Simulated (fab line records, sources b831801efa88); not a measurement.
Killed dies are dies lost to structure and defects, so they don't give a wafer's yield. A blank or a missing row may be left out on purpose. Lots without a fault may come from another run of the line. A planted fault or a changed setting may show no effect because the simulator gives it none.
A struck lot beside a sound one | flow sky130 | 37 steps out of a route of 708
Sound: wafers L239.2, L239.4, L239.5. Struck: wafers L232.1, L232.4, L232.6. The cause comes at the end.
At each step with rows: each side's tool, then ch and its chambers, then its first start. Under that, the readings that differ: sound wafers | struck wafers | difference of the means | sigmas: that difference in standard deviations of wafers without a fault.
alike: readings whose means differ by less than 2 such deviations, and words and numbers that are the same on both sides. not compared: withheld readings, readings that some wafer has no value for, bounds like >300 that may hide the same value, and numbers for which the record gives no deviation and whose values overlap.
The two part at a step that has a row with sigmas, a row that says differs or no value, or rows on one side only. Numbers that don't overlap but have no deviation are shown without sigmas and don't part them. A reading that every wafer of one side lacks parts them only if that side has two wafers or more.

first, 4 steps without rows for these wafers: SKY_METAL5_SOFTBAKE_10 (time 60 s); SKY_METAL5_EXPOSE_11 (exposes mask MM5, target cd 1600 nm); SKY_METAL5_PEB_12; SKY_METAL5_DEVELOP_13 (develop time 60 s).
SKY_METAL5_DESCUM_14: chemistry O2, time 11 s.
  sound on rie_metal-01 ch 0,1, day 47 10:18; struck on rie_metal-04 ch 0,1, day 45 19:17
  alike: drypump_motor_current_A, oes_product_au
  not compared: rf_hours_counter_h
SKY_METAL5_METAL_ETCH_15: etches the open film in Cl2/BCl3, stops on SiO2, target depth 1260 nm, time 252 s.
  sound on rie_metal-01 ch 0,1, day 47 10:20; struck on rie_metal-04 ch 0,1, day 45 19:20
  alike: bcl3_flow_sccm, drypump_motor_current_A, oes_product_au, throttle_valve_pct
  not compared: rf_hours_counter_h
then, 4 steps without rows for these wafers: SKY_METAL5_STRIP_16 (strips in O2/N2); SKY_METAL5_STRIP_17 (strips in post etch residue remover, time 1200 s); SKY_METAL5_CLEAN_18 (cleans in IPA, time 180 s); SKY_METAL5_CLEAN_19 (cleans in O3/DIW).
SKY_PASSIVATION_CVD_00: deposits SiO2, target thk 90 nm.
  sound on pecvd-03 ch 1,2, day 47 11:10; struck on pecvd-02 ch 0,1,2, day 45 20:10
  alike: heater_power_outer_w, heater_power_w
SKY_PASSIVATION_THK_MEAS_01:
  sound on film_metro-01, day 47 11:12; struck on film_metro-04, day 45 20:11
  alike: PASSIVATION_CVD_00_THK
SKY_PASSIVATION_CVD_02: deposits Si3N4, target thk 540 nm.
  sound on pecvd-02 ch 0,1,2, day 47 11:15; struck on pecvd-01 ch 0,1, day 45 20:14
  no value came back on the struck wafers for heater_power_outer_w (W), heater_power_w (W); on the sound wafers heater_power_outer_w (W) reads 419 421 423
then, 7 steps without rows for these wafers: SKY_PASSIVATION_DEHYDRATE_04 (time 60 s); SKY_PASSIVATION_HMDS_05 (prime time 60 s); SKY_PASSIVATION_COAT_06 (resist thk 3000 nm); SKY_PASSIVATION_SOFTBAKE_07; SKY_PASSIVATION_EXPOSE_08 (exposes mask NSM, target cd 3000 nm); SKY_PASSIVATION_PEB_09; SKY_PASSIVATION_DEVELOP_10 (develop time 60 s).
SKY_PASSIVATION_ETCH_11: etches the open film in CF4/O2, stops on AlCu, target depth 725 nm, time 161.1 s.
  sound on rie_diel-02 ch 1,2, day 48 06:13; struck on rie_diel-04 ch 0,1,3, day 46 15:50
  reading                                 | sound             | struck            | difference | sigmas
  throttle_valve_pct (%)                  | 5.965 5.945 5.957 | 5.978 5.981 5.971 | +0.021     | +2
  model.etch.depth_nm (nm)                | 694.3 715.1 706.5 | 725 725 725       | +20        |
  model.PASSIVATION.feature_depth_nm (nm) | 694.3 715.1 706.5 | 725 725 725       | +20        |
  alike: drypump_motor_current_A, oes_product_au
  not compared: rf_hours_counter_h
SKY_PASSIVATION_STRIP_12: strips in O2/N2.
  sound on plasma_asher-02 ch 0,1, day 48 06:19; struck on plasma_asher-03 ch 0,1, day 46 15:57
  alike: drypump_motor_current_A, oes_product_au, strip_time_to_endpoint_s
  not compared: rf_hours_counter_h
then, 7 steps without rows for these wafers: SKY_PAD_OPEN_DEHYDRATE_00 (time 60 s); SKY_PAD_OPEN_HMDS_01 (prime time 60 s); SKY_PAD_OPEN_COAT_02 (resist thk 3000 nm); SKY_PAD_OPEN_SOFTBAKE_03; SKY_PAD_OPEN_EXPOSE_04 (exposes mask PDM, target cd 60000 nm); SKY_PAD_OPEN_PEB_05; SKY_PAD_OPEN_DEVELOP_06 (develop time 60 s).
SKY_PAD_OPEN_ETCH_07: etches the open film in CF4/O2, stops on AlCu, target depth 725 nm, time 161.1 s.
  sound on rie_diel-04 ch 2,3, day 49 00:23; struck on rie_diel-03 ch 1,2,3, day 47 11:45
  reading                              | sound             | struck            | difference | sigmas
  oes_product_au (a.u.)                | 0.971 0.983 0.977 | 0.996 0.986 0.994 | +0.015     | +2
  model.etch.depth_nm (nm)             | 694.3 715.1 706.5 | 725 725 725       | +20        |
  model.PAD_OPEN.feature_depth_nm (nm) | 694.3 715.1 706.5 | 725 725 725       | +20        |
  alike: drypump_motor_current_A, throttle_valve_pct
  not compared: rf_hours_counter_h
SKY_PAD_OPEN_STRIP_08: strips in O2/N2.
  sound on plasma_asher-03 ch 0, day 49 00:30; struck on plasma_asher-01 ch 0,1, day 47 11:51
  alike: drypump_motor_current_A, oes_product_au, strip_time_to_endpoint_s
  not compared: rf_hours_counter_h
then, 4 steps without rows for these wafers: SKY_PAD_OPEN_STRIP_09 (strips in post etch residue remover, time 1200 s); SKY_PAD_OPEN_CLEAN_10 (cleans in IPA, time 180 s); SKY_PAD_OPEN_CLEAN_11 (cleans in O3/DIW); SKY_PAD_OPEN_ANNEAL_12.
SKY_PAD_OPEN_BOW_MEAS_13:
  sound on film_metro-03, day 49 02:37; struck on film_metro-04, day 47 13:57
  reading           | sound    | struck   | difference | sigmas
  PAD_OPEN_BOW (um) | 38 36 49 | 22 32 13 | -19        | -2
SKY_PAD_OPEN_PROBE_99:
  the record has rows for the sound wafers here (prober-01, day 49 02:46) and none for the struck ones

WHERE THEY PART
First at SKY_PASSIVATION_CVD_02; last, within this record, at SKY_PAD_OPEN_PROBE_99.

WHY: what the simulator had put in
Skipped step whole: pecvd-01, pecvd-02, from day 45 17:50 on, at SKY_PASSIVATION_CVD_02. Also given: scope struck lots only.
